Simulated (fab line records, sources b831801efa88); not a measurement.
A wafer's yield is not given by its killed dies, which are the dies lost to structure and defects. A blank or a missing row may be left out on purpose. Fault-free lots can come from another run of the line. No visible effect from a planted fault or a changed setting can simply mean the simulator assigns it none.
Which tool did it?    flow sky130    Sampling: 11 lots, 32 wafers, 3 of 708 route steps

== WHAT EACH GAUGE READ, for each wafer ==
SKY_CAP2M_RS_MEAS_03: the measuring method here is four-point-probe.
lot   measured      on             CAP2M_TIN_RS (ohm/sq)
L540  day 40 18:31  film-metro-04  6.97 7.11 7.07
L541  day 40 20:04  film-metro-04  6.87 6.94 6.86
L544  day 42 05:31  film-metro-01  4.82 4.81
L548  day 43 03:35  film-metro-04  7.02 7.00 6.96
L553  day 44 02:55  film-metro-02  6.89 6.84 6.92
L554  day 44 06:49  film-metro-01  6.97 6.95 6.99
L559  day 45 01:49  film-metro-02  6.93 6.91 6.83
L560  day 45 07:14  film-metro-02  6.84 6.83 6.85
L561  day 45 18:20  film-metro-01  6.87 6.85 6.90
L562  day 45 22:19  film-metro-01  6.87 6.95 6.97
L563  day 46 02:19  film-metro-02  6.79 6.80 6.79

== EACH LOT AND THE TOOL THAT RAN IT (in order: tool; ch and the chambers of the sampled wafers; start) ==
lot   SKY_LI_CONTACT_STRIP_16               SKY_CAP2M_SPUTTER_02
L540  plasma-asher-02 ch 0,1, day 30 10:41  pvd-sputter-02, day 40 18:24
L541  plasma-asher-03 ch 0,1, day 30 11:11  pvd-sputter-02, day 40 19:57
L544  plasma-asher-03 ch 0, day 32 04:43    pvd-sputter-02, day 42 05:21
L548  plasma-asher-01 ch 0,1, day 33 04:50  pvd-sputter-03, day 43 03:27
L553  plasma-asher-01 ch 0,1, day 34 10:05  pvd-sputter-03, day 44 02:49
L554  plasma-asher-02 ch 0,1, day 34 11:59  pvd-sputter-04, day 44 06:41
L559  plasma-asher-03 ch 0, day 35 08:50    pvd-sputter-04, day 45 01:42
L560  plasma-asher-01 ch 0,1, day 35 18:20  pvd-sputter-04, day 45 07:07
L561  plasma-asher-03 ch 0,1, day 36 06:24  pvd-sputter-02, day 45 18:13
L562  plasma-asher-01 ch 0,1, day 36 10:08  pvd-sputter-02, day 45 22:13
L563  plasma-asher-03 ch 0,1, day 36 13:17  pvd-sputter-04, day 46 02:13
- SKY_LI_CONTACT_STRIP_16: strips in O2/N2.
- SKY_CAP2M_SPUTTER_02: material TiN, target thk 200 nm, time 166.7 s.

== THE ANSWER, worked out from the rows above alone ==
Rule: usual is defined by the lots themselves. Put in order of their means at a reading, lots are off if they are a third of the lots or fewer, leave a main group of 4 or more, and stand apart from it by a gap of 3 or more times the standard deviation of the main group's means; of several such gaps the widest counts. A main group whose means are all the same, to the digits that the tables above print for the reading, isn't used. Also off: a lot with no number at a reading for which 4 or more lots have one. All remaining lots with rows at the step are treated as sound.
Off: at SKY_CAP2M_RS_MEAS_03 (CAP2M_TIN_RS), L544. Main group: mean 6.91 ohm/sq, sd 0.072.
If a tool, at a process step before that reading, ran all the lots that are off and no sound lot after the first of them, it fits. Those tools and the gauges at SKY_CAP2M_RS_MEAS_03 are tried in the same way. Not one of the candidates tried fits.

== WHAT THE SIMULATOR PUT IN ==
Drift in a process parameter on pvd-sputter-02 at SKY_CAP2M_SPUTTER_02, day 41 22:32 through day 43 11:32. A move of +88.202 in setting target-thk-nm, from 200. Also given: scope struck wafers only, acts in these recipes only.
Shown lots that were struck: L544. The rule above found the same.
